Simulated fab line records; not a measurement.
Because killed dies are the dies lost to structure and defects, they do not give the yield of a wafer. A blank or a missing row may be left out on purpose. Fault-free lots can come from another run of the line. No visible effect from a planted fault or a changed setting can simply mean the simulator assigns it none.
A single fault, viewed from 2 desks :: flow gf180mcu :: each desk has only its own numbers; what lay behind them comes last

== AT THE TOOL OWNER'S DESK: pvd sputter-04 ==
The tool's own readings at GF_M3_SPUTTER_04 (material TiN, target thk 50 nm, time 41.7 s): means of the sampled wafers that have a number, for each lot that ran on this tool. The brackets show how far a lot's mean lies from the usual mean; more than 4 standard deviations puts the lot out of limits, marked OUT.
Columns: A = throttle valve pct at GF_M3_SPUTTER_04, usual 29.7 %
lot: L323
first seen here: day 20 00:41
A: 29.5

lot: L329
first seen here: day 22 12:00
A: 29.5

lot: L330
first seen here: day 23 00:57
A: 29.2

lot: L331
first seen here: day 23 07:05
A: 29.9

lot: L343
first seen here: day 27 06:26
A: 29.6
This desk's verdict: no lot among the 5 shows anything out of limits.

== AT THE METROLOGY DESK ==
What the gauges read for every lot (on any tool): the sampled wafers with a number, averaged. The brackets show how far a lot's mean lies from the usual mean; more than 4 standard deviations puts the lot out of limits, marked OUT.
Columns: A = V2_OVL at GF_V2_OVL_MEAS_15, usual 2 nm; B = M3_ALCU_THK at GF_M3_THK_MEAS_06, usual 454 nm
lot: L323
first seen here: day 19 23:07
A: -4
B: 461

lot: L324
first seen here: day 20 11:16
A: -5
B: 452

lot: L328
first seen here: day 22 05:38
A: 3
B: 453

lot: L329
first seen here: day 22 10:26
A: 4
B: 462

lot: L330
first seen here: day 22 23:22
A: 5
B: 459

lot: L331
first seen here: day 23 05:28
A: 4
B: 460

lot: L332
first seen here: day 23 17:38
A: -1
B: 464

lot: L333
first seen here: day 24 11:50
A: -3
B: 459

lot: L335
first seen here: day 24 20:20
A: -6
B: 459

lot: L342
first seen here: day 26 21:17
A: -1
B: 450

lot: L343
first seen here: day 27 04:52
A: 8
B: 461
This desk's verdict: no lot among the 11 shows anything out of limits.

== PUT TOGETHER ==
The tool owner's desk saw nothing out of limits.
At the metrology desk, nothing out of limits was observed.

== WHAT WAS PUT IN BY THE SIMULATOR ==
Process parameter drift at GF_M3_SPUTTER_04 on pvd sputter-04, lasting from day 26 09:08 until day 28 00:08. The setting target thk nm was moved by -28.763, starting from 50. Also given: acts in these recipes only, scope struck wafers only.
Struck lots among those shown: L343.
